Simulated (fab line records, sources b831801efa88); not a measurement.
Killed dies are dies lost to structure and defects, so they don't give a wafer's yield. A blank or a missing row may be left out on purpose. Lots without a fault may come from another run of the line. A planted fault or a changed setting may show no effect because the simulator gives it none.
fab line records | flow sky130
record lots=5 wafers=15 last_day=50
route steps=708 shown GATE_OXIDE@192 POLY_GATE@204 RES_PROTECT@206 PAD_OPEN@708
lots that met no fault: from a run of the same line without faults
start_h: hours from the record's first day to the start of the lot's first wafer shown | wait_h: hours since the lot's step before | " the same as in the row above | L1.1+2: a row that stands for several wafers | - no value, or no start given | * or withheld: withheld | < > ~ a bound
route shown NAME@n: a module of which the file shows steps, and the number in the route of the first | usual: mean/standard deviation of fault-free wafers | same: alike in all rows | chamber/n: place in a boat | sites: the reading at each site | _std_site: their standard deviation | _edge_site: outer sites' mean less inner sites' | radius_mm: how far each site lies from the wafer's centre | mask NAME#n: copy n | behind: the tool/chamber that last shaped the wafer | hold: why the lot was held/for how many hours/how that ended | device: the transistor (n, p or np) that didn't switch | end of line: the same wafers' tests at the end of the route | a step without rows: its recipe alone | killed: dies lost to structure and defects at the first sort, not the wafer's yield | map: a wafer's dies, x killed, . not, _ none there
set.NAME: the setting as run; set.NAME@STEP: as run at that earlier step | model.NAME: the simulator's own value behind a step, which no gauge read
lots at some steps of the route; a table a step, a row a wafer
services: from which hour (start_h, from the record's first day; less than 0 if before it) a tool's chamber was out of use, for how many hours, and why
## steps
# step SKY_GATE_OXIDE_COAT_05
# recipe resist=NOVOLAK spin_rpm=3000 resist_thk_nm=1140
# step SKY_GATE_OXIDE_SOFTBAKE_06
# recipe temp_c=90 time_s=60 resist=NOVOLAK
# step SKY_GATE_OXIDE_EXPOSE_07
# recipe mask_id=LVOM na=0.6 source_shape=conventional sigma_outer=0.6 polarization=unpolarized target_cd_nm=600 dose_mj=170
# step SKY_GATE_OXIDE_PEB_08
# recipe temp_c=withheld time_s=* resist=NOVOLAK
# step SKY_GATE_OXIDE_DEVELOP_09
# recipe resist=NOVOLAK developer=TMAH develop_time_s=60 dev_temp_c=23
# step SKY_GATE_OXIDE_OVL_MEAS_10
# usual GATE_OXIDE_OVL=1.1/1.2
# columns lot.wafer tool chamber start_h wait_h GATE_OXIDE_OVL[nm]
L647.1 overlay-02 - 323.21 0.1 0.7
L647.4 " - " " -0.9
L647.5 " - " " 1.9
L658.2 overlay-02 - 409.57 0.1 -0.2
L658.5 " - " " 0.7
L658.6 " - " " 2.2
L667.1 overlay-02 - 485.45 0.1 3.2
L667.4 " - " " 1.0
L667.5 " - " " 2.6
L668.1 overlay-02 - 490.35 0.1 -1.2
L668.2 " - " " -1.7
L668.3 " - " " -1.4
L669.2 overlay-01 - 497.97 0.1 1.0
L669.5 " - " " 1.7
L669.6 " - " " 2.2
# step SKY_GATE_OXIDE_IMPLANT_11
# recipe species=B energy_kev=10 dose_cm2=2.551e+12 tilt_deg=withheld
# step SKY_GATE_OXIDE_WET_ETCH_12
# recipe chemistry=dHF target_depth_nm=16.8 dry=n2_spin target=SiO2 dilution=100:1 temp_c=25 time_s=336
# step SKY_GATE_OXIDE_STRIP_13
# recipe chemistry=O2/N2 power_w=1400 pressure_mtorr=1500 platen_temp_c=withheld o2_flow_sccm=3000 n2_flow_sccm=300 overash_fraction=0.5
# usual drypump_motor_current_A=5.6/0.34 n2_flow_sccm=300.1/0.98 oes_product_au=0.716/0.0041 strip_time_to_endpoint_s=14.17/0.042
# columns lot.wafer tool chamber start_h wait_h drypump_motor_current_A n2_flow_sccm oes_product_au rf_hours_counter_h strip_time_to_endpoint_s
L647.1 plasma_asher-03 0 323.51 0.0 5.8 300.0 0.713 20 14.21
L647.4 " 1 " " 5.4 299.3 0.717 - 14.19
L647.5 " 1 " " 5.4 299.1 0.716 - 14.23
L658.2 plasma_asher-01 0 409.86 0.0 5.1 298.9 0.711 56 14.17
L658.5 " 0 " " 5.1 300.0 0.716 - 14.17
L658.6 " 1 " " 5.2 299.6 0.711 - 14.18
L667.1 plasma_asher-03 0 485.74 0.0 5.8 300.5 0.719 38 14.17
L667.4 " 0 " " 5.8 300.4 0.718 - 14.16
L667.5 " 0 " " 5.8 300.8 0.721 - 14.16
L668.1 plasma_asher-02 1 490.75 0.0 6.1 301.5 0.711 6 14.22
L668.2 " 0 " " 5.7 300.9 0.718 6 14.18
L668.3 " 0 " " 5.7 301.3 0.721 - 14.21
L669.2 plasma_asher-03 1 498.25 0.0 5.4 299.5 0.721 39 14.21
L669.5 " 0 " " 5.8 300.5 0.712 - 14.23
L669.6 " 1 " " 5.4 300.1 0.713 - 14.21
# step SKY_GATE_OXIDE_TW_MEAS_14
# usual GATE_OXIDE_TW=223.2/1.3
# columns lot.wafer tool chamber start_h wait_h GATE_OXIDE_TW
L647.1 film_metro-04 - 323.61 0.1 225.1
L647.4 " - " " 224.8
L647.5 " - " " 224.5
L658.2 film_metro-01 - 409.97 0.1 224.1
L658.5 " - " " 224.0
L658.6 " - " " 222.6
L667.1 film_metro-01 - 485.84 0.1 222.8
L667.4 " - " " 223.3
L667.5 " - " " 224.4
L668.1 film_metro-01 - 490.85 0.1 223.3
L668.2 " - " " 224.6
L668.3 " - " " 223.7
L669.2 film_metro-04 - 498.36 0.1 226.0
L669.5 " - " " 224.7
L669.6 " - " " 226.7
# step SKY_GATE_OXIDE_CLEAN_15
# recipe chemistry=SC1/SC2 mix=1:4:20 temp_c=70 time_s=150 dry=n2_spin
# step SKY_GATE_OXIDE_OXIDATION_16
# recipe temp_c=800 ambient=O2 idle_temp_c=700 ramp_up_c_per_min=10 ramp_down_c_per_min=3 stabilise_s=600 purge_s=300 target_thk_a=35.7 ox_time_s=1915
# step SKY_POLY_GATE_CVD_00
# recipe material=poly-Si target_thk_nm=180 temp_c=620 time_s=720 pressure_mtorr=200
# usual spike_tc_centre_C=621.6/1.4 spike_tc_lower_C=620.0/0.97 spike_tc_top_C=641/3.3 spike_tc_upper_C=619.2/1.2 zone_power_centre_pct=9.72/0.15 zone_power_lower_pct=8.92/0.24 zone_power_top_pct=20.5/2.5 zone_power_upper_pct=8.5/0.81
# columns lot.wafer tool chamber start_h wait_h spike_tc_centre_C spike_tc_lower_C spike_tc_top_C spike_tc_upper_C zone_power_centre_pct zone_power_lower_pct zone_power_top_pct zone_power_upper_pct model.poly-Si_of_POLY_GATE_CVD_00.thk_nm
L647.1 lpcvd-01 0 325.25 0.0 623.7 620.2 645 616.6 9.71 8.84 22.6 9.2 178.8
L647.4 " 0 " " 621.4 619.9 643 618.0 9.59 8.75 22.3 9.3 179
L647.5 " 0 " " 623.9 619.8 643 618.7 9.51 8.63 22.7 9.2 179.7
L658.2 lpcvd-01 0 411.60 0.0 629.9 619.3 656 556.8 15.27 8.17 31.0 0.0 179.2
L658.5 " 0 " " 631.4 617.9 656 555.5 15.07 8.03 30.4 0.0 174.7
L658.6 " 0 " " 631.5 619.6 654 555.1 15.02 8.13 30.3 0.0 170.9
L667.1 lpcvd-01 0 487.48 0.0 623.8 619.3 644 619.0 9.66 8.78 22.4 9.2 180.1
L667.4 " 0 " " 622.3 619.8 644 618.1 9.36 8.75 22.9 8.9 179.5
L667.5 " 0 " " 623.1 621.1 645 619.9 9.53 8.72 22.5 9.0 181.5
L668.1 lpcvd-01 1 492.49 0.0 620.8 620.6 637 620.6 9.72 9.23 17.5 7.5 180
L668.2 " 1 " " 621.1 620.0 637 620.9 9.89 9.20 17.1 7.3 180.4
L668.3 " 1 " " 620.8 619.5 639 620.6 9.78 9.22 17.2 7.5 181.1
L669.2 lpcvd-01 1 500.14 0.0 620.7 620.8 639 620.2 9.84 9.29 17.3 7.6 178.2
L669.5 " 1 " " 618.6 619.1 638 620.5 9.95 9.31 17.2 7.5 177.6
L669.6 " 1 " " 620.0 620.1 637 620.5 9.84 9.26 17.6 7.4 178.8
# step SKY_POLY_GATE_THK_MEAS_01
# recipe reads=poly-Si_of_POLY_GATE_CVD_00
# usual POLY_GATE_CVD_00_THK=180.7/1.9
# columns lot.wafer tool chamber start_h wait_h POLY_GATE_CVD_00_THK[nm]
L647.1 film_metro-03 - 326.45 0.0 178.9
L647.4 " - " " 178.9
L647.5 " - " " 179.7
L658.2 film_metro-03 - 412.81 0.0 179.3
L658.5 " - " " 174.5
L658.6 " - " " 170.9
L667.1 film_metro-03 - 488.68 0.0 180.2
L667.4 " - " " 179.4
L667.5 " - " " 181.5
L668.1 film_metro-01 - 493.69 0.0 180.0
L668.2 " - " " 180.3
L668.3 " - " " 181.2
L669.2 film_metro-03 - 501.35 0.0 178.2
L669.5 " - " " 177.5
L669.6 " - " " 178.8
# step SKY_RES_PROTECT_DEHYDRATE_00
# recipe temp_c=200 time_s=60
# step SKY_RES_PROTECT_HMDS_01
# recipe prime_time_s=60 prime_temp_c=120
# step SKY_RES_PROTECT_COAT_02
# recipe resist=NOVOLAK spin_rpm=3000 resist_thk_nm=1140
# step SKY_RES_PROTECT_SOFTBAKE_03
# recipe temp_c=90 time_s=60 resist=NOVOLAK
# step SKY_RES_PROTECT_EXPOSE_04
# recipe mask_id=RPM na=0.6 source_shape=conventional sigma_outer=0.6 polarization=unpolarized target_cd_nm=1270 dose_mj=131
# step SKY_RES_PROTECT_PEB_05
# recipe temp_c=withheld time_s=* resist=NOVOLAK
# step SKY_RES_PROTECT_DEVELOP_06
# recipe resist=NOVOLAK developer=TMAH develop_time_s=60 dev_temp_c=23
# step SKY_POLY_GATE_IMPLANT_02
# recipe species=P energy_kev=30 dose_cm2=7.7e+15 tilt_deg=0
# step SKY_RES_PROTECT_STRIP_07
# recipe chemistry=O2/N2 power_w=1400 pressure_mtorr=1500 platen_temp_c=withheld o2_flow_sccm=3000 n2_flow_sccm=300 overash_fraction=0.5
# usual drypump_motor_current_A=5.50/0.26 n2_flow_sccm=299.9/0.79 oes_product_au=0.518/0.0044 strip_time_to_endpoint_s=23.30/0.04
# columns lot.wafer tool chamber start_h wait_h drypump_motor_current_A n2_flow_sccm oes_product_au rf_hours_counter_h strip_time_to_endpoint_s
L647.1 plasma_asher-03 1 353.12 0.1 5.42 301.8 0.506 23 23.33
L647.4 " 0 " " 5.82 298.8 0.522 - 23.32
L647.5 " 0 " " 5.77 298.8 0.521 - 23.35
L658.2 plasma_asher-04 1 443.55 0.1 5.56 299.0 0.519 78 23.36
L658.5 " 0 " " 5.71 298.7 0.514 - 23.30
L658.6 " 1 " " 5.55 298.5 0.513 - 23.33
L667.1 plasma_asher-03 0 519.35 0.1 5.81 301.0 0.515 41 23.31
L667.4 " 1 " " 5.42 301.0 0.517 - 23.37
L667.5 " 1 " " 5.41 300.2 0.519 - 23.34
L668.1 plasma_asher-01 0 524.40 0.1 5.08 299.4 0.514 68 23.33
L668.2 " 1 " " 5.14 300.6 0.515 68 23.33
L668.3 " 0 " " 5.08 299.7 0.517 - 23.37
L669.2 plasma_asher-04 0 531.66 0.1 5.73 300.2 0.510 87 23.27
L669.5 " 0 " " 5.73 298.2 0.521 - 23.29
L669.6 " 1 " " 5.53 300.0 0.527 - 23.29
# step SKY_RES_PROTECT_TW_MEAS_08
# usual POLY_GATE_TW=4061/40
# columns lot.wafer tool chamber start_h wait_h POLY_GATE_TW
L647.1 film_metro-04 - 353.22 0.1 4081
L647.4 " - " " 4062
L647.5 " - " " 4070
L658.2 film_metro-03 - 443.66 0.1 4041
L658.5 " - " " 4019
L658.6 " - " " 4030
L667.1 film_metro-02 - 519.45 0.1 4091
L667.4 " - " " 4088
L667.5 " - " " 4089
L668.1 film_metro-04 - 524.50 0.1 4083
L668.2 " - " " 4094
L668.3 " - " " 4100
L669.2 film_metro-02 - 531.77 0.1 4071
L669.5 " - " " 4074
L669.6 " - " " 4088
# step SKY_RES_PROTECT_CLEAN_09
# recipe chemistry=SC1/SC2 mix=1:4:20 temp_c=70 time_s=150 dry=n2_spin
# columns lot.wafer tool chamber start_h wait_h model.poly-Si_of_POLY_GATE_CVD_00.thk_nm
L647.1 wet_bench-03 2 353.28 0.1 178.2
L647.4 " 2 " " 178.4
L647.5 " 2 " " 179.1
L658.2 wet_bench-03 1 443.71 0.0 178.5
L658.5 " 1 " " 174
L658.6 " 1 " " 170.2
L667.1 wet_bench-01 2 519.51 0.1 179.5
L667.4 " 2 " " 178.9
L667.5 " 2 " " 180.8
L668.1 wet_bench-03 1 524.56 0.1 179.4
L668.2 " 1 " " 179.8
L668.3 " 1 " " 180.4
L669.2 wet_bench-01 3 531.82 0.0 177.6
L669.5 " 3 " " 176.9
L669.6 " 3 " " 178.2
# step SKY_POLY_GATE_CVD_03
# recipe material=Si3N4 precursor=DCS/NH3 target_thk_nm=75 temp_c=770 time_s=1290 pressure_mtorr=250
# step SKY_POLY_GATE_THK_MEAS_04
# recipe reads=Si3N4_of_POLY_GATE_CVD_03
# usual POLY_GATE_CVD_03_THK=75.4/0.68
# columns lot.wafer tool chamber start_h wait_h POLY_GATE_CVD_03_THK[nm]
L647.1 film_metro-03 - 355.05 0.0 75.0
L647.4 " - " " 74.8
L647.5 " - " " 75.3
L658.2 film_metro-01 - 445.82 0.0 75.6
L658.5 " - " " 75.8
L658.6 " - " " 75.5
L667.1 film_metro-02 - 520.92 0.0 75.7
L667.4 " - " " 75.1
L667.5 " - " " 76.3
L668.1 film_metro-02 - 527.07 0.0 73.7
L668.2 " - " " 74.1
L668.3 " - " " 73.3
L669.2 film_metro-03 - 533.24 0.0 76.3
L669.5 " - " " 76.1
L669.6 " - " " 76.1
# step SKY_POLY_GATE_DEHYDRATE_05
# recipe temp_c=200 time_s=60
# step SKY_POLY_GATE_HMDS_06
# recipe prime_time_s=60 prime_temp_c=120
# step SKY_POLY_GATE_COAT_07
# recipe resist=BARC temp_c=withheld time_s=withheld spin_rpm=3000 resist_thk_nm=110
# step SKY_POLY_GATE_COAT_08
# recipe resist=KrF-thick spin_rpm=3000 resist_thk_nm=450
# step SKY_POLY_GATE_SOFTBAKE_09
# recipe temp_c=100 time_s=90 resist=KrF-thick
# step SKY_POLY_GATE_EXPOSE_10
# recipe mask_id=P1M na=0.68 source_shape=conventional sigma_outer=0.6 target_cd_nm=150 dose_mj=28
# step SKY_POLY_GATE_PEB_11
# recipe peb_temp_c=withheld peb_time_s=withheld resist=KrF-thick
# step SKY_POLY_GATE_DEVELOP_12
# recipe develop_time_s=60 resist=KrF-thick dev_temp_c=19.86
# step SKY_POLY_GATE_CD_MEAS_13
# recipe target_cd_nm=150
# usual cd_nm=150.2/1.4
# columns lot.wafer tool chamber start_h wait_h cd_nm
L647.1 cd_sem-02 - 381.52 - 151.8
L647.4 " - " " 151.9
L647.5 " - " " 151.0
L658.2 cd_sem-01 - 476.71 - 149.9
L658.5 " - " " 150.3
L658.6 " - " " 148.7
L667.1 cd_sem-02 - 551.85 - 146.8
L667.4 " - " " 147.6
L667.5 " - " " 147.5
L668.1 cd_sem-01 - 557.04 - 151.1
L668.2 " - " " 151.6
L668.3 " - " " 152.0
L669.2 cd_sem-02 - 563.72 - 149.9
L669.5 " - " " 151.0
L669.6 " - " " 148.8
# step SKY_POLY_GATE_OVL_MEAS_14
# usual POLY_GATE_OVL=-1/5.2
# columns lot.wafer tool chamber start_h wait_h POLY_GATE_OVL[nm]
L647.1 overlay-01 - 381.64 0.1 -5
L647.4 " - " " -1
L647.5 " - " " -3
L658.2 overlay-02 - 476.82 0.1 7
L658.5 " - " " 5
L658.6 " - " " 12
L667.1 overlay-01 - 551.97 0.1 -2
L667.4 " - " " -4
L667.5 " - " " 9
L668.1 overlay-01 - 557.16 0.1 0
L668.2 " - " " -6
L668.3 " - " " -9
L669.2 overlay-01 - 563.83 0.1 -3
L669.5 " - " " -8
L669.6 " - " " 1
# step SKY_POLY_GATE_ETCH_15
# recipe chemistry=N2/H2 target=BARC ion_energy_ev=200 source_w=500 bias_w=100 pressure_mtorr=30 n2_flow_sccm=100 h2_flow_sccm=200 stop_on=SiO2 time_s=118.5 target_depth_a=1100
# usual drypump_motor_current_A=5.8/0.35 n2_flow_sccm=100.00/0.3 oes_product_au=0.716/0.0047 throttle_valve_pct=13.213/0.0095
# columns lot.wafer tool chamber start_h wait_h drypump_motor_current_A n2_flow_sccm oes_product_au rf_hours_counter_h throttle_valve_pct
L647.1 rie_diel-03 1 381.67 0.0 5.1 99.99 0.714 2 13.227
L647.4 " 0 " " 6.4 99.61 0.716 6 13.218
L647.5 " 1 " " 5.0 99.37 0.716 - 13.202
L658.2 rie_diel-01 3 476.85 0.0 6.1 99.97 0.715 26 13.196
L658.5 " 2 " " 5.9 99.87 0.721 - 13.207
L658.6 " 3 " " 6.1 100.05 0.727 - 13.206
L667.1 rie_diel-02 2 552.01 0.0 5.5 100.52 0.722 12 13.198
L667.4 " 1 " " 6.1 100.67 0.715 - 13.236
L667.5 " 0 " " 5.8 99.54 0.714 - 13.206
L668.1 rie_diel-01 0 557.20 0.0 5.7 100.33 0.716 5 13.198
L668.2 " 1 " " 5.5 99.79 0.711 7 13.217
L668.3 " 2 " " 5.9 99.73 0.719 18 13.205
L669.2 rie_diel-01 3 563.86 0.0 6.1 99.41 0.721 28 13.222
L669.5 " 0 " " 5.7 99.47 0.723 - 13.202
L669.6 " 3 " " 6.1 99.61 0.713 - 13.205
# step SKY_POLY_GATE_ETCH_16
# recipe stop_on=poly-Si chemistry=CH3F/O2 target=Si3N4 source_w=400 bias_w=80 pressure_mtorr=25 ch3f_flow_sccm=40 O2_flow_sccm=30 time_s=147.5 target_depth_a=750
# usual drypump_motor_current_A=5.8/0.35 oes_product_au=0.642/0.0048 throttle_valve_pct=10.535/0.0088
# columns lot.wafer tool chamber start_h wait_h drypump_motor_current_A oes_product_au rf_hours_counter_h throttle_valve_pct
L647.1 rie_diel-03 1 381.76 0.0 5.1 0.636 2 10.522
L647.4 " 0 " " 6.4 0.630 6 10.534
L647.5 " 1 " " 5.1 0.645 - 10.545
L658.2 rie_diel-01 3 476.93 0.0 6.0 0.648 26 10.532
L658.5 " 2 " " 5.9 0.648 - 10.527
L658.6 " 3 " " 6.1 0.647 - 10.553
L667.1 rie_diel-02 2 552.09 0.0 5.4 0.654 12 10.522
L667.4 " 1 " " 6.1 0.645 - 10.550
L667.5 " 0 " " 5.8 0.643 - 10.540
L668.1 rie_diel-01 0 557.28 0.0 5.7 0.642 5 10.530
L668.2 " 1 " " 5.5 0.637 7 10.538
L668.3 " 2 " " 5.9 0.636 18 10.528
L669.2 rie_diel-01 3 563.94 0.0 6.1 0.650 28 10.534
L669.5 " 0 " " 5.7 0.655 - 10.540
L669.6 " 3 " " 6.1 0.646 - 10.533
# step SKY_POLY_GATE_ETCH_17
# recipe target_depth_nm=180 stop_on=SiO2 over_etch_frac=0.56667 chemistry=HBr/Cl2 target=poly-Si icp_w=400 bias_w=100 pressure_mtorr=10 HBr_flow_sccm=150 Cl2_flow_sccm=50 time_s=70.5
# usual drypump_motor_current_A=5.6/0.52 oes_product_au=0.988/0.0071 throttle_valve_pct=33.683/0.0078
# columns lot.wafer tool chamber start_h wait_h drypump_motor_current_A oes_product_au rf_hours_counter_h throttle_valve_pct model.etch.depth_nm model.POLY_GATE.feature_depth_nm
L647.1 rie_si-02 1 381.85 0.0 6.4 0.979 48 33.679 178.2 178.2
L647.4 " 0 " " 6.2 0.975 1 33.691 178.4 178.4
L647.5 " 0 " " 6.2 0.990 - 33.674 179.1 179.1
L658.2 rie_si-02 3 477.03 0.0 5.4 0.985 1 33.690 178.5 178.5
L658.5 " 2 " " 4.9 0.973 - 33.700 174 174
L658.6 " 1 " " 6.4 0.959 - 33.678 170.2 170.2
L667.1 rie_si-01 2 552.19 0.0 5.0 0.993 1 33.674 179.5 179.5
L667.4 " 1 " " 5.9 0.994 26 33.686 178.9 178.9
L667.5 " 1 " " 5.9 0.999 - 33.672 180.8 180.8
L668.1 rie_si-02 2 557.38 0.0 4.9 0.979 25 33.687 178.1 178.1
L668.2 " 3 " " 5.4 0.985 2 33.698 178.4 178.4
L668.3 " 0 " " 6.1 0.976 2 33.683 177.4 177.4
L669.2 rie_si-01 2 564.04 0.0 5.0 0.984 1 33.669 177.6 177.6
L669.5 " 1 " " 5.9 0.980 - 33.682 176.9 176.9
L669.6 " 0 " " 5.2 0.989 - 33.690 178.2 178.2
# step SKY_POLY_GATE_STRIP_18
# recipe chemistry=O2/N2 power_w=1400 pressure_mtorr=1500 platen_temp_c=withheld o2_flow_sccm=3000 n2_flow_sccm=300 overash_fraction=0.5
# usual drypump_motor_current_A=5.6/0.34 n2_flow_sccm=299.9/0.92 oes_product_au=0.361/0.0045 strip_time_to_endpoint_s=3.161/0.028
# columns lot.wafer tool chamber start_h wait_h drypump_motor_current_A n2_flow_sccm oes_product_au rf_hours_counter_h strip_time_to_endpoint_s
L647.1 plasma_asher-04 0 381.91 0.0 5.7 300.6 0.362 72 3.148
L647.4 " 0 " " 5.8 299.9 0.360 - 3.198
L647.5 " 0 " " 5.7 302.0 0.361 - 3.148
L658.2 plasma_asher-04 0 477.08 0.0 5.7 301.0 0.366 82 3.168
L658.5 " 0 " " 5.7 299.6 0.353 - 3.094
L658.6 " 1 " " 5.6 299.8 0.358 - 3.138
L667.1 plasma_asher-02 1 552.24 0.0 6.1 300.1 0.360 12 3.163
L667.4 " 1 " " 6.2 300.7 0.364 - 3.092
L667.5 " 1 " " 6.1 301.0 0.356 - 3.128
L668.1 plasma_asher-01 1 557.43 0.0 5.2 299.1 0.362 71 3.156
L668.2 " 0 " " 5.1 301.1 0.372 71 3.170
L668.3 " 0 " " 5.1 300.4 0.364 - 3.147
L669.2 plasma_asher-01 1 564.09 0.0 5.1 298.7 0.360 72 3.186
L669.5 " 1 " " 5.1 299.5 0.357 - 3.154
L669.6 " 0 " " 5.1 299.6 0.367 - 3.162
# step SKY_PAD_OPEN_PROBE_99
# usual killed_at_M0_to_M3=43/7.7 killed_at_M4_up=3.0/1.7 killed_at_contacts=24/5.2 killed_at_front_end=15/4.5 killed_at_other=0.3/0.5 killed_dies=85/9.5 killed_open=47/6.6 killed_short=38/6.6
# same gross_dies=492 killed_at_back_side=0
# columns lot.wafer tool chamber start_h wait_h killed_at_M0_to_M3 killed_at_M4_up killed_at_contacts killed_at_front_end killed_at_other killed_dies killed_open killed_short model.etest.res_poly.rs_ohm_sq
L647.1 prober-02 - 1080.76 0.1 39 0 27 19 0 85 53 32 47.74
L647.4 prober-02 - 1080.91 0.2 26 5 29 17 0 77 38 39 47.37
L647.5 prober-02 - 1080.96 0.2 38 4 21 14 0 77 41 36 46.96
L658.2 prober-02 - 1144.63 0.1 40 4 32 21 0 97 48 49 47.88
L658.5 prober-02 - 1144.78 0.2 41 5 20 13 0 79 45 34 49.31
L658.6 prober-02 - 1144.83 0.2 38 8 21 12 0 79 43 36 51.53
L667.1 prober-02 - 1188.21 0.1 45 3 24 16 1 89 56 33 47.93
L667.4 prober-02 - 1188.36 0.2 56 4 29 20 0 109 63 46 48.84
L667.5 prober-02 - 1188.41 0.2 67 2 20 13 1 103 60 43 47.84
L668.1 prober-01 - 1193.04 0.1 38 6 26 15 0 85 42 43 47.64
L668.2 prober-01 - 1193.09 0.1 27 1 26 6 0 60 44 16 47.79
L668.3 prober-01 - 1193.14 0.2 38 4 23 10 0 75 42 33 47.18
L669.2 prober-02 - 1194.59 0.1 47 1 15 15 0 78 40 38 50.19
L669.5 prober-02 - 1194.74 0.2 42 3 34 16 0 95 46 49 49.93
L669.6 prober-02 - 1194.79 0.2 44 2 22 21 0 89 52 37 48.27
# killed by level:class
L647.1 VIA1:geometric_particle:open=8 CONTACT:geometric_particle:open=8 VIA3:geometric_particle:open=8 FIELD_ISO:geometric_particle:open=7 VIA2:geometric_particle:open=7 METAL2:geometric_particle:short=7 LI_CONTACT:geometric_particle:open=6 LOCAL_INTERCONNECT:geometric_particle:short=4
L647.4 LI_CONTACT:geometric_particle:open=9 POLY_GATE:geometric_particle:short=8 CONTACT:geometric_particle:open=8 METAL1:geometric_particle:short=6 VIA3:geometric_particle:open=5 LI_CONTACT:geometric_particle:short=5 POLY_GATE:geometric_particle:open=4 CONTACT:geometric_particle:short=4
L647.5 CONTACT:geometric_particle:open=9 VIA2:geometric_particle:open=9 VIA3:geometric_particle:open=6 METAL1:geometric_particle:short=5 LI_CONTACT:geometric_particle:open=4 CONTACT:geometric_particle:short=4 VIA1:geometric_particle:open=4 METAL2:geometric_particle:short=4
L658.2 CONTACT:geometric_particle:open=11 CONTACT:geometric_particle:short=9 FIELD_ISO:geometric_particle:short=8 VIA1:geometric_particle:open=7 METAL2:geometric_particle:short=6 POLY_GATE:geometric_particle:open=5 LI_CONTACT:geometric_particle:open=5 METAL1:geometric_particle:short=5
L658.5 VIA1:geometric_particle:open=11 METAL1:geometric_particle:short=7 VIA3:geometric_particle:open=7 LI_CONTACT:geometric_particle:open=6 CONTACT:geometric_particle:open=6 FIELD_ISO:geometric_particle:short=5 LOCAL_INTERCONNECT:geometric_particle:short=5 VIA1:geometric_particle:short=5
L658.6 VIA3:geometric_particle:open=10 VIA1:geometric_particle:open=9 LOCAL_INTERCONNECT:geometric_particle:short=6 VIA2:geometric_particle:open=6 LI_CONTACT:geometric_particle:open=5 LI_CONTACT:geometric_particle:short=4 CONTACT:geometric_particle:open=4 METAL4:geometric_particle:short=4
L667.1 VIA1:geometric_particle:open=11 VIA2:geometric_particle:open=10 CONTACT:geometric_particle:short=9 FIELD_ISO:geometric_particle:open=8 CONTACT:geometric_particle:open=8 LI_CONTACT:geometric_particle:open=5 VIA3:geometric_particle:open=5 FIELD_ISO:geometric_particle:short=4
L667.4 VIA1:geometric_particle:open=16 LI_CONTACT:geometric_particle:open=11 METAL2:geometric_particle:short=11 CONTACT:geometric_particle:open=10 FIELD_ISO:geometric_particle:open=7 METAL1:geometric_particle:short=7 VIA3:geometric_particle:open=7 FIELD_ISO:geometric_particle:short=5
L667.5 VIA1:geometric_particle:open=17 VIA2:geometric_particle:open=12 METAL2:geometric_particle:short=8 METAL1:geometric_particle:short=7 VIA1:geometric_particle:short=7 VIA3:geometric_particle:open=7 LI_CONTACT:geometric_particle:open=5 CONTACT:geometric_particle:open=5
L668.1 CONTACT:geometric_particle:open=11 VIA1:geometric_particle:open=9 METAL2:geometric_particle:short=7 LI_CONTACT:geometric_particle:open=6 FIELD_ISO:geometric_particle:open=5 VIA3:geometric_particle:open=5 METAL4:geometric_particle:short=5 METAL1:geometric_particle:short=4
L668.2 CONTACT:geometric_particle:open=11 LI_CONTACT:geometric_particle:open=9 VIA3:geometric_particle:open=8 VIA1:geometric_particle:open=6 LI_CONTACT:geometric_particle:short=4 VIA2:geometric_particle:short=4 POLY_GATE:geometric_particle:open=3 METAL3:geometric_particle:short=3
L668.3 VIA3:geometric_particle:open=10 VIA1:geometric_particle:open=7 LOCAL_INTERCONNECT:geometric_particle:short=6 METAL2:geometric_particle:short=6 LI_CONTACT:geometric_particle:open=5 CONTACT:geometric_particle:open=5 VIA1:geometric_particle:short=4 VIA2:geometric_particle:open=4
L669.2 VIA3:geometric_particle:open=7 VIA2:geometric_particle:open=7 CONTACT:geometric_particle:open=6 METAL1:geometric_particle:short=6 METAL1:geometric_particle:open=5 VIA1:geometric_particle:open=5 METAL2:geometric_particle:short=5 CONTACT:geometric_particle:short=4
L669.5 CONTACT:geometric_particle:open=12 LI_CONTACT:geometric_particle:open=9 METAL1:geometric_particle:short=8 POLY_GATE:geometric_particle:short=7 VIA1:geometric_particle:open=7 METAL2:geometric_particle:short=7 LI_CONTACT:geometric_particle:short=5 VIA1:geometric_particle:short=5
L669.6 VIA1:geometric_particle:open=9 VIA2:geometric_particle:open=9 LI_CONTACT:geometric_particle:open=8 CONTACT:geometric_particle:open=7 METAL2:geometric_particle:short=6 FIELD_ISO:geometric_particle:open=5 POLY_GATE:geometric_particle:open=5 METAL1:geometric_particle:short=5
## services
# columns tool chamber start_h hours kind
rie_diel-03 3 301.49 3.0 repair
plasma_asher-02 - 307.25 4.2 repair
rie_diel-02 3 307.59 4.6 repair
rie_diel-01 1 341.00 5.0 repair
plasma_asher-01 - 343.19 1.2 repair
rie_diel-01 - 355.79 0.3 repair
rie_si-02 0 356.54 13.1 repair
plasma_asher-03 - 357.38 2.8 pm
plasma_asher-01 - 371.03 14.6 pm
plasma_asher-02 - 377.40 18.8 pm
plasma_asher-01 - 385.63 2.8 pm
rie_diel-02 0 398.48 6.4 repair
rie_diel-03 1 399.41 1.3 repair
rie_diel-03 1 407.27 13.8 repair
plasma_asher-03 - 411.14 1.2 repair
plasma_asher-02 - 412.60 1.0 repair
plasma_asher-04 - 416.76 3.5 repair
plasma_asher-02 - 421.30 9.0 pm
rie_si-01 2 446.11 4.3 repair
rie_diel-01 0 449.45 10.3 repair
rie_si-02 - 470.16 2.8 pm
plasma_asher-01 - 474.35 0.6 repair
wet_bench-03 - 487.62 1.4 repair
rie_si-02 1 536.84 4.1 repair
## key
first_sign step=SKY_POLY_GATE_CVD_00 reading=spike_tc_upper_C direction=down sigmas=53 usual=619.2 struck=555.8
effect step=SKY_POLY_GATE_CVD_00 reading=zone_power_centre_pct direction=up sigmas=35 usual=9.72 struck=15.12
effect step=SKY_POLY_GATE_THK_MEAS_01 reading=POLY_GATE_CVD_00_THK direction=down sigmas=3.1 usual=180.7 struck=174.9 wafers_moved=2
model_effect step=SKY_POLY_GATE_CVD_00 value=poly-Si_of_POLY_GATE_CVD_00.thk_nm without=179.5 struck=174.9
model_effect step=SKY_RES_PROTECT_CLEAN_09 value=poly-Si_of_POLY_GATE_CVD_00.thk_nm without=178.9 struck=174.3
model_effect step=SKY_POLY_GATE_ETCH_17 value=etch.depth_nm without=178.8 struck=174.3
model_effect step=SKY_PAD_OPEN_PROBE_99 value=etest.res_poly.rs_ohm_sq without=48.4 struck=49.57
met_at SKY_POLY_GATE_CVD_00
struck_wafers L658.2,L658.5,L658.6
tester_left_out L658
onset_between 325.25 411.60
fault kind=process_parameter_drift tool=lpcvd-01 chamber=0 onset_h=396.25 steps=SKY_POLY_GATE_CVD_00 channel=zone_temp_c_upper offset=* shape=step end_h=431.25
# tester_left_out: of these lots the tester's yield and bins aren't shown, on N5 and GAA mostly nor the transistor test; their killed dies are dies lost to structure and defects alone, not to doping, threshold or leakage, so they don't give the yield
